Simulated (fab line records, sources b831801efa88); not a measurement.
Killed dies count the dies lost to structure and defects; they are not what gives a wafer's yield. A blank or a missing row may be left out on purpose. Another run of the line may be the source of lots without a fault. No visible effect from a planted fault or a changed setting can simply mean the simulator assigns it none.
Problem report in the 8D (eight disciplines) form, filled by code | flow sfq line | the parts of the form that need people (team, actions taken, sign-off) are left out

## 1. THE PROBLEM
Wafers without a fault read 2999.6 rpm, standard deviation 1.7; spin speed rpm at SFQ_TRILAYER_M6_LITHO_COAT_164 reads a mean of 3094.0 rpm on 6 wafers belonging to 2 lots. That is +56 standard deviations from the usual mean.
The step: resist thk 62 nm.
First seen on wafer L995.1, day 72 04:43, on litho track-01. The record has a number at this step for 42 wafers belonging to 14 lots. Rule for "out" (also "out of limits"): further than 4 standard deviations from the usual mean. All remaining wafers that have a number are taken as sound.

## 2. WHAT IT IS; WHAT IT IS NOT
question                    | is                     | is not
which readings at this step | spin speed rpm         | -
which lots                  | L995, L996             | L101, L102, L980, L981, L982, L984, L985, L986, L988, L993, L994, L998
which wafers of those lots  | all that have a number | -
read on which tools         | litho track-01         | litho track-03, litho track-04
when                        | from day 72 04:43      | up to then (27 sound wafers); but 9 sound wafers of L101, L102, L998 came after

## 3. SUSPECTS, AND WHAT RULES EACH OUT
Counting: a tool stays on the suspect list if, at a process step up to the reading, it processed all lots that are out and no sound lot following the first of them.
- litho track-01 at SFQ_TRILAYER_M6_LITHO_COAT_164 (resist thk 62 nm): kept. It ran every lot that is out, first L995 (day 72 04:43), and no sound lot after that; its last sound lot up to then is L993 (day 71 22:43). Its own spin speed rpm readings are out on those wafers.
Remaining after the count: litho track-01 at SFQ_TRILAYER_M6_LITHO_COAT_164.

## 4. THE CAUSE (what the simulator had put in)
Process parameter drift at SFQ_TRILAYER_M6_LITHO_COAT_164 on litho track-01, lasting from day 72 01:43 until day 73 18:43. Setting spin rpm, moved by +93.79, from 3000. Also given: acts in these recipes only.
Only this tool survived the counting.

## 5. THE EFFECT CHAIN, in route order
Each row: a reading whose mean over the struck wafers that have a number lies more than 3 standard deviations from the usual. Only readings for which the record gives a usual standard deviation are gone through. hours: the time from each lot's start at the first step in this table that gives one to its start at this step, as a median over the lots. sigmas: the change in usual standard deviations.
hours | step                           | reading        | usual      | on struck wafers | change | sigmas
0     | SFQ_TRILAYER_M6_LITHO_COAT_164 | spin speed rpm | 2999.6 rpm | 3094.0           | +94.4  | +56
The process steps in it:
- SFQ_TRILAYER_M6_LITHO_COAT_164: resist thk 62 nm.
At these later measuring or inspecting steps, every struck wafer for which the step has a row has a number for every such reading, and none has moved that far: SFQ_I6_BOW_MEAS_941.

## 6. WHAT WOULD HAVE CAUGHT IT SOONER
First out-of-limits reading in this record: day 72 04:43, which is 3 hours after fault onset at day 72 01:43.
